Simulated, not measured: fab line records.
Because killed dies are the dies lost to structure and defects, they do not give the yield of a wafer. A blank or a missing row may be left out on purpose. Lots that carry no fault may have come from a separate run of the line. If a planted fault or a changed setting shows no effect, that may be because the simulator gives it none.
Chamber matching | flow sky130 | 4 sister chambers for SKY_VIA2_CMP_24 on cmp-01
The step polishes, stops on SiO2, t overpolish 20 s, target thk 0 nm. 27 wafers are shown with their chamber, then 12 later ones without.

WAFERS, EACH WITH ITS CHAMBER
wafer  | chamber | motor_current_A (A) | overpolish_run_s (s) | time_to_endpoint_s (s)
L074.2 | 1       | 10.0                | 20.001               | 102.8
L074.3 | 2       | 12.0                | 19.985               | 102.9
L074.4 | 3       | 10.6                | 19.992               | 103.7
L075.3 | 1       | 9.9                 | 19.986               | 104.0
L075.4 | 2       | 12.6                | 19.992               | 101.8
L075.5 | 0       | 11.8                | 19.999               | 99.1
L079.2 | 0       | 11.8                | 19.994               | 102.3
L079.5 | 2       | 11.8                | 19.991               | 101.8
L079.6 | 1       | 10.2                | 20.005               | 104.9
L080.1 | 3       | 10.4                | 20.002               | 100.7
L080.3 | 0       | 12.0                | 19.984               | 98.2
L080.4 | 1       | 10.0                | 19.993               | 96.8
L083.1 | 3       | 10.2                | 19.996               | 102.3
L083.3 | 2       | 12.3                | 19.985               | 101.2
L083.6 | 2       | 12.9                | 20.003               | 98.5
L085.4 | 1       | 9.7                 | 20.011               | 102.3
L085.5 | 3       | 10.5                | 19.999               | 103.2
L085.6 | 0       | 11.6                | 19.991               | 101.6
L087.2 | 1       | 9.6                 | 20.008               | 104.6
L087.4 | 3       | 10.0                | 20.015               | 103.3
L087.5 | 2       | 12.5                | 20.009               | 101.0
L089.2 | 1       | 9.7                 | 20.009               | 101.2
L089.5 | 0       | 12.0                | 19.987               | 100.6
L089.6 | 3       | 10.1                | 20.005               | 99.0
L092.3 | 3       | 10.6                | 19.999               | 106.6
L092.4 | 2       | 12.2                | 20.004               | 106.2
L092.5 | 0       | 11.5                | 20.002               | 99.7

SIGNATURES, as means of the wafers listed above
reading            | chamber 0 | chamber 1 | chamber 2 | chamber 3 | scatter within a chamber
motor_current_A    | 11.783    | 9.871     | 12.329    | 10.343    | 0.27
overpolish_run_s   | 19.99283  | 20.00186  | 19.99557  | 20.00114  | 0.00845
time_to_endpoint_s | 100.250   | 102.371   | 101.914   | 102.686   | 2.34
Rule: a wafer's distance from a chamber is the root of the sum, over the readings, of the square of ((its reading less the chamber's mean) divided by the reading's scatter). The wafer belongs to the nearest chamber; if the next one is less than 2 further off, it can't be placed. How the scatter is found: for the shown wafers, subtract from each reading the mean of its chamber, square and add these, divide the total by (wafers less chambers), then take the root.

WAFERS WITHOUT THEIR CHAMBER
wafer  | motor_current_A (A) | overpolish_run_s (s) | time_to_endpoint_s (s)
L091.1 | 10.9                | 20.003               | 106.8
L091.3 | 10.1                | 20.010               | 106.0
L091.5 | 11.7                | 19.993               | 105.3
L093.2 | 10.0                | 20.006               | 98.2
L093.3 | 10.1                | 19.992               | 100.7
L093.4 | 11.7                | 19.993               | 95.5
L095.3 | 12.9                | 19.996               | 105.6
L095.4 | 11.4                | 20.002               | 101.1
L095.5 | 9.9                 | 20.002               | 98.6
L096.1 | 12.7                | 19.996               | 103.1
L096.3 | 11.9                | 19.987               | 99.5
L096.5 | 10.0                | 19.999               | 101.4

CHAMBER TAKEN BY EACH
wafer  | from the rows above          | in truth
L091.1 | can't be placed: 3 or 1 or 0 | 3
L091.3 | can't be placed: 3 or 1      | 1
L091.5 | can't be placed: 0 or 2      | 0
L093.2 | can't be placed: 1 or 3      | 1
L093.3 | can't be placed: 1 or 3      | 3
L093.4 | can't be placed: 0 or 2      | 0
L095.3 | 2                            | 2
L095.4 | can't be placed: 0 or 2      | 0
L095.5 | can't be placed: 1 or 3      | 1
L096.1 | 2                            | 2
L096.3 | can't be placed: 0 or 2      | 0
L096.5 | can't be placed: 1 or 3      | 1
Placed correctly: 2 of 12. Can't be placed from these rows: 10 (the true chamber is among the candidates in 10). Wrongly placed: 0.
